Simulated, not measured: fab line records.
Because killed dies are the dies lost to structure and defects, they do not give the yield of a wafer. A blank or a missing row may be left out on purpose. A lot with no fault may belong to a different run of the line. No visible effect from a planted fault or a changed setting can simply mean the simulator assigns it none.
Shared-tool check	flow gf180mcu	13 lots and 38 wafers in the sample

## REASON FOR OPENING
At GF_LVPWELL_TW_MEAS_11 the reading LVPWELL_TW is flagged on 1 of 13 lots. Fault-free wafers read 556, with a standard deviation of 3.2.
Rule: a lot is flagged when every wafer of it that has a number lies more than 4 standard deviations from that mean, or none has a number. The other lots count as sound.

lot	measured	on	LVPWELL_TW, wafer by wafer	flag
L449	day 4 14:10	film metro-02	553 557 557	
L450	day 4 18:11	film metro-02	553 554 555	
L451	day 5 01:05	film metro-02	553 556 555	
L452	day 5 06:18	film metro-02	552 556 556	
L453	day 5 12:05	film metro-02	557 553 556	
L454	day 5 18:01	film metro-01	551 552 548	
L455	day 6 00:23	film metro-01	556 556 558	
L456	day 6 04:49	film metro-04	561 560 560	
L457	day 6 09:20	film metro-02	552 554 551	
L465	day 8 07:30	film metro-02	553 553 551	
L466	day 8 15:10	film metro-04	30 30 30	FLAGGED
L468	day 9 00:16	film metro-04	559 556	
L469	day 9 05:42	film metro-02	554 555 553	
The numbers of the flagged lots are 30 on average: -526 against the usual, or -99 or more standard deviations.

## LOT BY LOT: THE TOOL USED
Before the reading, the record contains 2 process steps out of a 602-step route. In each cell: the tool, then ch and the chambers that the sampled wafers went through, then the start.
lot	flag	GF_STI_ETCH_14	GF_LVPWELL_EXPOSE_04
L449		rie si-01 ch 1,2, day 2 16:13	iline stepper-01 ch 0, day 4 06:35
L450		rie si-02 ch 0,1,3, day 2 22:11	iline stepper-02 ch 0, day 4 11:22
L451		rie si-02 ch 0,2,3, day 3 03:43	iline stepper-02 ch 0, day 4 17:38
L452		rie si-02 ch 0,1, day 3 08:32	iline stepper-02 ch 0, day 4 22:29
L453		rie si-02 ch 1,3, day 3 13:28	iline stepper-02 ch 0, day 5 04:47
L454		rie si-02 ch 2,3, day 3 18:14	iline stepper-01 ch 0, day 5 10:31
L455		rie si-01 ch 2,3, day 4 00:20	iline stepper-02 ch 0, day 5 17:18
L456		rie si-01 ch 0,1,2, day 4 05:07	iline stepper-02 ch 0, day 5 21:20
L457		rie si-02 ch 0,2,3, day 4 09:34	iline stepper-02 ch 0, day 6 01:28
L465		rie si-01 ch 0,1,2, day 6 04:08	iline stepper-02 ch 0, day 7 23:47
L466	FLAGGED	rie si-02 ch 0,1, day 6 10:53	iline stepper-01 ch 0, day 8 06:32
L468		rie si-01 ch 2,3, day 6 19:21	iline stepper-01 ch 0, day 8 16:49
L469		rie si-02 ch 0,1,3, day 7 00:41	iline stepper-02 ch 0, day 8 21:43
What these steps do:
- GF_STI_ETCH_14: etches Si in HBr/Cl2/O2, target depth 360 nm, time 102.9 s.
- GF_LVPWELL_EXPOSE_04: exposes mask LVPWELL, target cd 600 nm.
- GF_LVPWELL_TW_MEAS_11

## FLAGGED AGAINST TOTAL, ONE TOOL AT A TIME (gauges that did the reading follow at the end)
step	tool	lots run	flagged	share of the flagged lots	sound lots run after its first flagged lot
GF_STI_ETCH_14	rie si-01	5	0	none	-
GF_STI_ETCH_14	rie si-02	8	1	all	1 (L469)
GF_LVPWELL_EXPOSE_04	iline stepper-01	4	1	all	1 (L468)
GF_LVPWELL_EXPOSE_04	iline stepper-02	9	0	none	-
GF_LVPWELL_TW_MEAS_11	film metro-01	2	0	none	-
GF_LVPWELL_TW_MEAS_11	film metro-02	8	0	none	-
GF_LVPWELL_TW_MEAS_11	film metro-04	3	1	all	1 (L468)

## THE TABLE: WHAT IT ALLOWS
Rows of the table that ran every flagged lot, 3 in all: rie si-02 at GF_STI_ETCH_14, iline stepper-01 at GF_LVPWELL_EXPOSE_04, film metro-04 at GF_LVPWELL_TW_MEAS_11.
- rie si-02 at GF_STI_ETCH_14 ran 8 lots, 1 of them flagged. Sound lots ran on it after the first flagged one (L469), which a lasting fault on the whole tool wouldn't allow.
- iline stepper-01 at GF_LVPWELL_EXPOSE_04 ran 4 lots, 1 of them flagged. Sound lots ran on it after the first flagged one (L468), which a lasting fault on the whole tool wouldn't allow.
- film metro-04 at GF_LVPWELL_TW_MEAS_11 ran 3 lots, 1 of them flagged. Sound lots ran on it after the first flagged one (L468), which a lasting fault on the whole tool wouldn't allow.
Every row of the table either missed a flagged lot or ran a sound lot after the first.

## WHAT THE SIMULATOR PUT IN
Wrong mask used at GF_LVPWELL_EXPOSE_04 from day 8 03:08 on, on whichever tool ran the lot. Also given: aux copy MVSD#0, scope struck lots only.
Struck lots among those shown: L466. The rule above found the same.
